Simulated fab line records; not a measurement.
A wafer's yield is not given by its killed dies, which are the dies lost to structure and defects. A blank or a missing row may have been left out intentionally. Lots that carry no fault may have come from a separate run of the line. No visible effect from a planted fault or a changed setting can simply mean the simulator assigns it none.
Matching of chambers -- flow gf180mcu -- 4 sister chambers for GF_V4_CMP_04 on cmp-01
The step polishes SiO2. 8 wafers are shown with their chamber, then 8 later ones without.

== WAFERS WITH THEIR CHAMBER ==
wafer,chamber,motor current A (A),time to endpoint s (s)
L076.5,3,12.4,86
L080.3,3,12.5,80
L083.4,0,12.5,87
L083.5,2,10.8,83
L084.4,1,12.6,82
L084.5,1,12.8,85
L084.6,2,10.4,77
L087.2,0,12.4,87

== WAFERS WITH NO CHAMBER GIVEN ==
wafer,motor current A (A),time to endpoint s (s)
L087.3,12.2,85
L087.4,10.5,86
L093.4,13.1,82
L093.5,12.3,82
L093.6,13.1,82
L096.4,10.7,75
L096.5,12.5,84
L096.6,12.4,90

== EACH ONE'S CHAMBER ==
wafer,from the rows above,in truth
L087.3,can't be placed: 0 or 3 or 1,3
L087.4,2,2
L093.4,can't be placed: 1 or 3 or 0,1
L093.5,can't be placed: 3 or 0 or 1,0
L093.6,can't be placed: 1 or 3 or 0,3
L096.4,2,2
L096.5,can't be placed: 3 or 0 or 1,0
L096.6,can't be placed: 0 or 3 or 1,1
2 of 8 placed correctly. Cannot be placed on the basis of these rows: 6; the candidates contain the true chamber in 6. Wrongly placed: 0.
How it was worked out, from the rows above alone: a wafer's distance from a chamber is the root of the sum, over the readings, of the square of ((its reading less the chamber's mean) divided by the reading's scatter). If the next closest chamber is less than 2 further off than the closest, the wafer can't be placed; otherwise it belongs to the closest. Each chamber's mean is taken over the wafers shown for it. How the scatter is found: for the shown wafers, subtract from each reading the mean of its chamber, square and add these, divide the total by (wafers less chambers), then take the root.
